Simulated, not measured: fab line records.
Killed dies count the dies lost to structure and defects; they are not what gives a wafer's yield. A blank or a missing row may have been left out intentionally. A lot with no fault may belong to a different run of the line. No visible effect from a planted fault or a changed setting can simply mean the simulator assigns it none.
Comparing a struck lot with a sound one    flow sky130    24 out of 708 route steps
Sound: the wafers L924.1, L924.5, L924.6. Struck: wafers L927.1, L927.4 (left out: L927.3, a lot-mate that was not struck); the cause follows at the end.
Each step with rows lists, per side, the tool, then ch with its chambers, then its first start. Under that, the readings that differ: sound wafers    struck wafers    difference of the means    sigmas: that difference in standard deviations of wafers without a fault.
alike: a reading whose means differ by less than 2 such deviations, as well as words and numbers matching on both sides. not compared: withheld readings; readings where some wafer has no value; bounds like >300 that might hide an equal value; numbers whose values overlap and for which the record gives no deviation.
A row with sigmas, a row that says differs or no value, or rows on one side alone: a step with any of these is where the two part. Numbers that don't overlap but have no deviation are shown without sigmas and don't part them. A reading that every wafer of one side lacks parts them only if that side has two wafers or more.

first, 3 steps without rows for these wafers: SKY_LOCAL_INTERCONNECT_STRIP_16 (strips in post etch residue remover, time 1200 s); SKY_LOCAL_INTERCONNECT_CLEAN_17 (cleans in IPA, time 180 s); SKY_LOCAL_INTERCONNECT_CLEAN_18 (cleans in O3/DIW).
SKY_CONTACT_CVD_00: deposits Si3N4, target thk 75 nm.
  sound on pecvd-03 ch 1,2, day 34 03:04; struck on pecvd-01 ch 1, day 34 23:43
  alike: heater power w
SKY_CONTACT_THK_MEAS_01:
  sound: film metro-01 at day 34 03:07; struck: film metro-01 at day 34 23:46
  alike: CONTACT_CVD_00_THK
then, 1 step without rows for these wafers: SKY_CONTACT_HDPCVD_02 (deposits SiO2, target thk 565 nm, time 94.2 s).
SKY_CONTACT_THK_MEAS_03:
  sound: film metro-02 at day 34 03:14; struck: film metro-03 at day 34 23:54
  alike: CONTACT_HDPCVD_THK
SKY_CONTACT_CMP_04: polishes SiO2.
  sound on cmp-02 ch 1,2, day 34 03:18; struck on cmp-01 ch 0,3, day 34 23:58
  alike: motor current A, platen rpm, slurry filter dp kPa, time to endpoint s
SKY_CONTACT_BOW_MEAS_05:
  sound: film metro-01 at day 34 03:36; struck: film metro-02 at day 35 00:16
  alike: CONTACT_BOW
then, 3 steps without rows for these wafers: SKY_CONTACT_DEHYDRATE_06 (time 60 s); SKY_CONTACT_HMDS_07 (prime time 60 s); SKY_CONTACT_COAT_08 (resist thk 60 nm).
SKY_CONTACT_COAT_09: resist thk 450 nm.
  sound on litho track-01 ch 0, day 34 16:00; struck on litho track-02 ch 0, day 35 13:00
reading                                         sound              struck       difference  sigmas
model.KrF-thick_of_CONTACT_COAT_09.thk nm (nm)  447.9 447.5 448.7  568.6 567.6  +120.1      
  alike: exhaust pa
then, 4 steps without rows for these wafers: SKY_CONTACT_SOFTBAKE_10 (time 90 s); SKY_CONTACT_EXPOSE_11 (exposes mask CTM1, target cd 170 nm); SKY_CONTACT_PEB_12; SKY_CONTACT_DEVELOP_13 (develop time 60 s).
SKY_CONTACT_CD_MEAS_14: target cd 170 nm.
  sound: cd sem-02 at day 35 06:22; struck: cd sem-02 at day 36 02:32
reading     sound              struck       difference  sigmas
cd nm (nm)  172.4 173.1 172.3  167.3 167.5  -5.2        -3
SKY_CONTACT_OVL_MEAS_15:
  sound: overlay-02 at day 35 06:29; struck: overlay-01 at day 36 02:39
  alike: CONTACT_OVL
SKY_CONTACT_ETCH_16: etches BARC in N2/H2, stops on SiO2, time 45.9 s, target depth 60 nm.
  sound on rie diel-02 ch 0,2,3, day 35 06:31; struck on rie diel-01 ch 0,3, day 36 02:41
reading                   sound              struck     difference  sigmas
model.CONTACT.cd nm (nm)  173.6 173.1 172.5  168 167.3  -5          
  alike: drypump motor current A, oes product au, throttle valve pct
  not compared: rf hours counter h
SKY_CONTACT_ETCH_17: etches SiO2 in C4F8/O2/Ar, stops on Si3N4, target depth 340 nm.
  sound on rie diel-02 ch 0,2,3, day 35 06:34; struck on rie diel-01 ch 0,3, day 36 02:44
  alike: oes product au
SKY_CONTACT_ETCH_18: etches Si3N4 in CHF3/O2, stops on TiN, time 39 s, target depth 75 nm.
  sound on rie diel-02 ch 0,2,3; struck on rie diel-01 ch 0,3
reading                                         sound              struck       difference  sigmas
throttle valve pct (%)                          8.796 8.800 8.810  8.771 8.785  -0.024      -2
model.KrF-thick_of_CONTACT_COAT_09.thk nm (nm)  237.8 242 246      361.2 356.2  +116.8      
model.CONTACT.cd nm (nm)                        173.6 173.6 172.1  168.1 167.4  -5.3        
  alike: O2_flow_sccm, drypump motor current A, oes product au
  not compared: rf hours counter h
SKY_CONTACT_STRIP_19: strips in O2/N2.
  sound on plasma asher-01 ch 0,1, day 35 06:39; struck on plasma asher-01 ch 0,1, day 36 02:49
reading                       sound              struck       difference  sigmas
oes product au (a.u.)         0.384 0.376 0.387  0.427 0.423  +0.043      +9
strip time to endpoint s (s)  3.56 3.62 3.66     4.86 4.81    +1.22       +36
  alike: drypump motor current A
  not compared: rf hours counter h
then, 1 step without rows for these wafers: SKY_CONTACT_STRIP_20 (strips in post etch residue remover, time 1200 s).

== WHERE THEY PART ==
Earliest at SKY_CONTACT_CD_MEAS_14; latest, in this record, at SKY_CONTACT_STRIP_19.

WHY: the cause the simulator had injected
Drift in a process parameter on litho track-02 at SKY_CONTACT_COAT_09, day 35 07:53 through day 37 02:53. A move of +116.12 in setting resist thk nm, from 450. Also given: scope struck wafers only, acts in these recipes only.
